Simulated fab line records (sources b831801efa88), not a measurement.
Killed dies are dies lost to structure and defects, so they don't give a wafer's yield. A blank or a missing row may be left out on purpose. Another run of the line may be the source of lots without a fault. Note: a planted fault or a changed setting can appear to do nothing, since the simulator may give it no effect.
Chamber matching | flow sky130 | 4 sister chambers for SKY_POLY_CUT_ETCH_11 on rie diel-04
The step etches Si3N4 in CF4/CH2F2/Ar, stops on poly-Si, time 42.5 s, target depth 60 nm. 8 wafers are shown with their chamber, then 7 later ones without.

WAFERS, EACH WITH ITS CHAMBER
wafer  | chamber | throttle valve pct (%) | cf4 flow sccm (sccm)
L534.1 | 2       | 14.992                 | 40.02
L538.1 | 3       | 15.000                 | 40.09
L538.3 | 0       | 15.007                 | 40.00
L541.1 | 0       | 15.014                 | 39.94
L541.3 | 2       | 14.978                 | 39.80
L541.4 | 1       | 14.999                 | 40.10
L544.1 | 3       | 14.997                 | 40.04
L544.3 | 1       | 14.987                 | 40.05

WAFERS WHOSE CHAMBER IS MISSING
wafer  | throttle valve pct (%) | cf4 flow sccm (sccm)
L544.4 | 14.993                 | 39.92
L545.1 | 14.980                 | 40.06
L545.2 | 15.005                 | 40.06
L545.6 | 14.979                 | 40.12
L553.2 | 14.980                 | 40.13
L553.4 | 15.008                 | 40.12
L553.5 | 14.985                 | 40.02

WHICH CHAMBER EACH ONE RAN IN
wafer  | from the rows above               | in truth
L544.4 | can't be placed: 2 or 1 or 3 or 0 | 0
L545.1 | can't be placed: 1 or 2 or 3      | 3
L545.2 | can't be placed: 3 or 0 or 1      | 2
L545.6 | can't be placed: 1 or 2 or 3      | 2
L553.2 | can't be placed: 1 or 2 or 3      | 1
L553.4 | can't be placed: 3 or 0 or 1      | 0
L553.5 | can't be placed: 2 or 1 or 3      | 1
Correct placement for 0 of the 7. Unplaceable from these rows: 7, with the true chamber sitting among the candidates in 6. Number placed wrongly: 0.
How it was worked out, from the rows above alone: a wafer's distance from a chamber is the root of the sum, over the readings, of the square of ((its reading less the chamber's mean) divided by the reading's scatter). If the next closest chamber is less than 2 further off than the closest, the wafer can't be placed; otherwise it belongs to the closest. Each chamber's mean is taken over the wafers shown for it. The scatter is the square root of a quotient: the sum, over the shown wafers, of each reading's squared deviation from its chamber's mean, divided by wafers minus chambers.
